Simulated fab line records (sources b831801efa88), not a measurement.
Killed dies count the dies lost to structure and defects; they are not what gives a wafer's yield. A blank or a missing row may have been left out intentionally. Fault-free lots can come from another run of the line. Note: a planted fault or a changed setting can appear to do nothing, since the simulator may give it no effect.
The tool behind it: which one?    flow gf180mcu    7 lots, 21 wafers sampled, at 3 steps of a route of 602

== WHAT THE GAUGES READ, wafer by wafer ==
GF_M1_CD_MEAS_14: the cd target is 230 nm.
lot   measured      on         cd-nm (nm)
L365  day 18 14:26  cd-sem-01  231.6 231.2 229.6
L367  day 19 07:17  cd-sem-01  229.1 228.5 229.4
L371  day 20 22:34  cd-sem-01  228.4 228.0 228.4
L374  day 22 00:48  cd-sem-02  228.8 228.0 228.5
L376  day 22 13:04  cd-sem-01  231.3 231.9 231.3
L378  day 23 11:54  cd-sem-02  231.4 231.8 230.6
L384  day 25 09:13  cd-sem-01  231.2 230.4 231.6

== WHAT TOOL EACH LOT RAN ON (gives the tool, then ch and the chambers of the sampled wafers, and finally the start) ==
lot   GF_CONTACT_SPUTTER_22         GF_M1_SPUTTER_03
L365  pvd-sputter-03, day 17 13:56  pvd-sputter-04, day 17 14:47
L367  pvd-sputter-01, day 18 05:58  pvd-sputter-02, day 18 06:49
L371  pvd-sputter-01, day 19 21:22  pvd-sputter-04, day 19 22:12
L374  pvd-sputter-03, day 21 00:11  pvd-sputter-03, day 21 01:02
L376  pvd-sputter-02, day 21 12:40  pvd-sputter-04, day 21 13:30
L378  pvd-sputter-01, day 22 12:05  pvd-sputter-03, day 22 12:56
L384  pvd-sputter-02, day 24 10:00  pvd-sputter-03, day 24 10:50
- GF_CONTACT_SPUTTER_22: material Ti, target thk 15 nm, time 80.02 s.
- GF_M1_SPUTTER_03: material Ti, target thk 10 nm, time 6.7 s.

== THE ANSWER, worked out from the rows above alone ==
Rule: the usual values come from the lots themselves. Put in order of their means at a reading, lots are off if they are a third of the lots or fewer, leave a main group of 4 or more, and stand apart from it by a gap of 3 or more times the standard deviation of the main group's means; of several such gaps the widest counts. The tables above print the reading to a certain number of digits; a main group whose means all agree to those digits is not used. A lot without any number at a reading at which 4 lots or more have one is off too. The other lots that the step has rows for count as sound.
Across all readings shown, no lot is off: no conclusion can be drawn from this.

== WHAT HAD BEEN PUT IN BY THE SIMULATOR ==
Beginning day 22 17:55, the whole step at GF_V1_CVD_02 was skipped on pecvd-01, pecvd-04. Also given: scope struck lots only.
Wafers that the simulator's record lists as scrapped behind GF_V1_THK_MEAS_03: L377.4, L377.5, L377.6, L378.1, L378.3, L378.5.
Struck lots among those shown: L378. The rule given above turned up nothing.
